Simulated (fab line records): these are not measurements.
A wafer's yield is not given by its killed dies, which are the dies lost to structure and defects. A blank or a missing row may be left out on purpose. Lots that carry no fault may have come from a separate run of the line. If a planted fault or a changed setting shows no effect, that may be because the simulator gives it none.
fab line records -- flow sfq-line
[record] lots = 14, wafers = 42, last-day = 83
route steps=325 shown JJ@179 M5@206
lots that met no fault: taken from a fault-free run of the same line
start-h: hours from the record's first day to the start of the lot's first wafer shown -- wait-h: hours elapsed since this lot's preceding step -- " the same as in the row above -- L1.1+2: a single row standing in for several wafers -- - no value, or no start given -- * or withheld: withheld -- < > ~ a bound
route shown NAME@n: a module of which the file shows steps, and the number in the route of the first -- usual: mean and standard deviation over wafers with no fault -- same: alike in all rows -- chamber/n: place in a boat -- sites: each site's reading -- _std_site: standard deviation of those values -- _edge_site: outer sites' mean less inner sites' -- radius-mm: how far each site lies from the wafer's centre -- mask NAME#n: copy n -- behind: tool/chamber where the wafer was last shaped -- hold: what put the lot on hold/how long, in hours/how the hold closed -- device: names the non-switching transistor (n, p or np) -- end of line: the tests these same wafers got at the end of their route -- a step without rows: its recipe alone -- killed: not the wafer's yield, but the dies lost to structure and defects at the first sort -- map: shows each die of a wafer: x if killed, . if not, _ if none is there
set.NAME: the setting the step ran with; set.NAME@STEP: the setting that earlier step ran with -- model.NAME: the simulator's own value behind a step, which no gauge read
route steps across a sampled set of lots; one table per step, one row per wafer
services: a tool's chamber out of use, with start hour (start-h, from the record's first day; less than 0 if before it), hours out, and reason
[[steps]]
[step SFQ_TRILAYER_JJ_TRILAYER_DEP_SPUTTER_109]
[recipe] material = Nb, base-pressure-pa = 1.33e-06, chamber-pressure-pa = 0.1333, substrate-temp-c = 20, target-thk-nm = 150, power-w = 2000, time-s = 100
[usual] base-pressure-pa = 1.32e-06/1.1e-07, chamber-pressure-pa = 0.13332/0.00028, throttle-valve-pct = 29.8/0.98
lot.wafer,tool,chamber,start-h,wait-h,base-pressure-pa,chamber-pressure-pa,throttle-valve-pct
L288.2,pvd-sputter-06,-,815.71,0.0,1.19e-06,0.13352,30.8
L288.4,pvd-sputter-06,-,815.71,0.0,1.43e-06,0.13311,28.8
L288.5,pvd-sputter-06,-,815.71,0.0,1.28e-06,0.13295,29.0
L290.3,pvd-sputter-06,-,956.24,0.0,1.32e-06,0.13311,28.3
L290.4,pvd-sputter-06,-,956.24,0.0,1.27e-06,0.13341,28.8
L290.5,pvd-sputter-06,-,956.24,0.0,1.51e-06,0.13366,28.7
L291.1,pvd-sputter-03,-,958.64,0.0,1.3e-06,0.13309,30.4
L291.3,pvd-sputter-03,-,958.64,0.0,1.47e-06,0.13369,30.3
L291.4,pvd-sputter-03,-,958.64,0.0,1.3e-06,0.13364,28.7
L292.2,pvd-sputter-04,-,970.64,0.0,1.39e-06,0.13337,30.7
L292.5,pvd-sputter-04,-,970.64,0.0,1.34e-06,0.13347,30.8
L292.6,pvd-sputter-04,-,970.64,0.0,1.28e-06,0.1329,31.1
L293.1,pvd-sputter-06,-,980.24,0.0,1.4e-06,0.13305,30.7
L293.2,pvd-sputter-06,-,980.24,0.0,1.33e-06,0.13332,30.4
L293.5,pvd-sputter-06,-,980.24,0.0,1.51e-06,0.13396,29.0
L294.2,pvd-sputter-04,-,995.75,0.0,1.37e-06,0.13302,30.7
L294.3,pvd-sputter-04,-,995.75,0.0,1.3e-06,0.13328,28.4
L294.4,pvd-sputter-04,-,995.75,0.0,1.18e-06,0.13354,30.9
L296.1,pvd-sputter-04,-,1024.55,0.0,1.28e-06,0.13336,30.9
L296.2,pvd-sputter-04,-,1024.55,0.0,1.35e-06,0.13352,30.7
L296.4,pvd-sputter-04,-,1024.55,0.0,1.36e-06,0.13312,28.5
L297.1,pvd-sputter-04,-,1044.88,0.0,1.47e-06,0.1333,30.5
L297.2,pvd-sputter-04,-,1044.88,0.0,1.26e-06,0.13371,28.1
L297.6,pvd-sputter-04,-,1044.88,0.0,1.37e-06,0.13338,30.8
L298.3,pvd-sputter-03,-,1047.28,0.0,1.54e-06,0.13362,29.6
L298.4,pvd-sputter-03,-,1047.28,0.0,1.36e-06,0.13389,28.7
L298.5,pvd-sputter-03,-,1047.28,0.0,1.28e-06,0.13333,30.8
L299.2,pvd-sputter-03,-,1060.48,0.0,1.27e-06,0.13284,30.3
L299.3,pvd-sputter-03,-,1060.48,0.0,1.4e-06,0.13361,30.6
L299.5,pvd-sputter-03,-,1060.48,0.0,1.31e-06,0.13338,30.3
L303.2,pvd-sputter-06,-,1088.20,0.0,1.47e-06,0.13316,28.2
L303.4,pvd-sputter-06,-,1088.20,0.0,1.12e-06,0.13355,30.4
L303.6,pvd-sputter-06,-,1088.20,0.0,1.27e-06,0.1336,28.3
L306.1,pvd-sputter-04,-,1106.51,0.0,1.27e-06,0.13301,30.8
L306.3,pvd-sputter-04,-,1106.51,0.0,1.39e-06,0.13308,31.1
L306.4,pvd-sputter-04,-,1106.51,0.0,1.21e-06,0.13315,30.6
L307.2,pvd-sputter-04,-,1113.72,0.0,1.34e-06,0.13301,30.7
L307.3,pvd-sputter-04,-,1113.72,0.0,1.46e-06,0.13317,30.8
L307.4,pvd-sputter-04,-,1113.72,0.0,1.28e-06,0.13347,30.5
L309.2,pvd-sputter-06,-,1132.39,0.0,1.37e-06,0.13314,30.4
L309.4,pvd-sputter-06,-,1132.39,0.0,1.33e-06,0.1334,28.4
L309.5,pvd-sputter-06,-,1132.39,0.0,1.17e-06,0.13357,30.6
[step SFQ_TRILAYER_M5_ETCH_METAL_ETCH_126]
[recipe] target = Nb, stop-on = SiO2, mask-material = PR, over-etch-frac = 0.15, time-s = 203.2, chemistry = Cl2/BCl3, target-depth-nm = 265, icp-w = 600, bias-w = 80, pressure-mtorr = 10
[usual] bias-w = 80.04/0.25, drypump-motor-current-A = 5.30/0.28, oes-product-au = 0.729/0.0059, rf-fwd-power-W = 598.4/1.8
lot.wafer,tool,chamber,start-h,wait-h,bias-w,drypump-motor-current-A,oes-product-au,rf-fwd-power-W,rf-hours-counter-h
L288.2,rie-metal-04,1,1109.98,0.0,80.10,5.41,0.734,600.5,108
L288.4,rie-metal-04,1,1109.98,0.0,80.24,5.45,0.734,598.9,-
L288.5,rie-metal-04,1,1109.98,0.0,80.12,5.45,0.731,600.2,-
L290.3,rie-metal-02,0,1239.26,0.1,80.16,5.27,0.723,596.4,-
L290.4,rie-metal-02,1,1239.26,0.1,80.41,5.27,0.729,600.7,-
L290.5,rie-metal-02,1,1239.26,0.1,80.03,5.27,0.726,596.0,-
L291.1,rie-metal-03,1,1241.65,0.1,79.97,5.72,0.724,601.9,32
L291.3,rie-metal-03,1,1241.65,0.1,80.01,5.71,0.726,598.5,-
L291.4,rie-metal-03,1,1241.65,0.1,80.03,5.80,0.723,600.1,-
L292.2,rie-metal-02,0,1253.59,0.0,79.99,5.28,0.735,596.4,57
L292.5,rie-metal-02,1,1253.59,0.0,79.74,5.27,0.733,596.6,-
L292.6,rie-metal-02,0,1253.59,0.0,79.58,5.29,0.732,595.3,-
L293.1,rie-metal-04,0,1261.99,0.0,79.65,5.04,0.728,599.3,101
L293.2,rie-metal-04,1,1261.99,0.0,80.50,5.45,0.731,596.8,129
L293.5,rie-metal-04,1,1261.99,0.0,80.48,5.49,0.731,597.9,-
L294.2,rie-metal-03,1,1278.79,0.0,79.91,5.78,0.732,599.4,37
L294.3,rie-metal-03,0,1278.79,0.0,79.85,4.76,0.733,596.3,-
L294.4,rie-metal-03,1,1278.79,0.0,80.37,5.76,0.735,600.8,-
L296.1,rie-metal-02,0,1298.44,0.0,79.88,5.30,0.729,593.4,64
L296.2,rie-metal-02,1,1298.44,0.0,79.69,5.25,0.736,600.1,107
L296.4,rie-metal-02,0,1298.44,0.0,80.05,5.30,0.731,595.0,-
L297.1,rie-metal-03,0,1324.84,0.0,79.86,4.75,0.722,596.9,8
L297.2,rie-metal-03,1,1324.84,0.0,80.07,5.78,0.730,600.9,42
L297.6,rie-metal-03,1,1324.84,0.0,80.38,5.72,0.728,598.7,-
L298.3,rie-metal-04,0,1327.30,0.1,79.50,5.03,0.727,596.4,-
L298.4,rie-metal-04,1,1327.30,0.1,80.21,5.45,0.716,599.8,-
L298.5,rie-metal-04,0,1327.30,0.1,80.41,5.03,0.717,600.0,-
L299.2,rie-metal-02,0,1339.44,0.0,79.86,5.30,0.724,595.2,70
L299.3,rie-metal-02,0,1339.44,0.0,79.78,5.31,0.725,598.1,-
L299.5,rie-metal-02,0,1339.44,0.0,79.94,5.29,0.729,597.1,-
L303.2,rie-metal-03,1,1362.28,0.1,80.71,5.72,0.729,599.8,-
L303.4,rie-metal-03,1,1362.28,0.1,80.31,5.73,0.738,597.9,-
L303.6,rie-metal-03,1,1362.28,0.1,80.25,5.74,0.740,599.1,-
L306.1,rie-metal-03,0,1375.99,0.0,79.73,4.75,0.713,597.5,14
L306.3,rie-metal-03,0,1375.99,0.0,79.51,4.76,0.705,599.8,-
L306.4,rie-metal-03,1,1375.99,0.0,79.91,5.74,0.698,600.9,-
L307.2,rie-metal-02,0,1384.39,0.0,80.05,5.29,0.710,598.3,79
L307.3,rie-metal-02,1,1384.39,0.0,80.27,5.28,0.705,594.0,-
L307.4,rie-metal-02,0,1384.39,0.0,80.18,5.29,0.705,595.8,-
L309.2,rie-metal-04,1,1393.99,0.0,79.76,5.45,0.725,601.4,2
L309.4,rie-metal-04,0,1393.99,0.0,79.86,5.03,0.726,598.6,-
L309.5,rie-metal-04,1,1393.99,0.0,79.94,5.46,0.726,599.9,-
[[services]]
tool,chamber,start-h,hours,kind
rie-metal-04,-,810.85,1.4,pm
pvd-sputter-03,-,812.13,5.8,repair
pvd-sputter-04,-,814.74,8.8,repair
rie-metal-04,-,816.94,14.6,pm
pvd-sputter-06,-,844.85,5.8,repair
rie-metal-03,1,855.43,5.3,repair
pvd-sputter-04,-,879.23,2.2,repair
rie-metal-02,1,940.05,16.2,repair
pvd-sputter-04,-,955.15,6.1,repair
rie-metal-04,-,1063.70,2.8,pm
pvd-sputter-03,-,1074.14,4.5,repair
rie-metal-02,0,1079.84,5.7,repair
rie-metal-02,-,1097.85,1.4,pm
pvd-sputter-03,-,1099.15,2.7,repair
pvd-sputter-04,-,1115.49,22.1,repair
pvd-sputter-04,-,1126.03,1.7,repair
pvd-sputter-04,-,1168.86,2.2,repair
pvd-sputter-04,-,1245.09,2.6,repair
pvd-sputter-06,-,1249.40,6.2,repair
pvd-sputter-06,-,1264.99,3.3,repair
rie-metal-03,-,1297.34,1.4,pm
rie-metal-02,0,1347.03,1.9,repair
rie-metal-03,0,1348.24,17.1,repair
rie-metal-02,1,1369.94,8.0,repair
[[key]]
[first-sign] step = SFQ_TRILAYER_M5_ETCH_METAL_ETCH_126, reading = oes-product-au, direction = down, sigmas = 3.9, usual = 0.729, struck = 0.706
effect none on later readings
met-at SFQ_TRILAYER_JJ_TRILAYER_DEP_SPUTTER_109
struck-lots L306,L307
onset-between 1044.88 1106.51
[fault] kind = process-parameter-drift, tool = pvd-sputter-04, chamber = -, onset-h = 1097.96, steps = SFQ_TRILAYER_JJ_TRILAYER_DEP_SPUTTER_109, channel = target-thk-nm, offset = -9.654, shape = step, end-h = 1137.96, acts-in = these-recipes-only, stated = 150
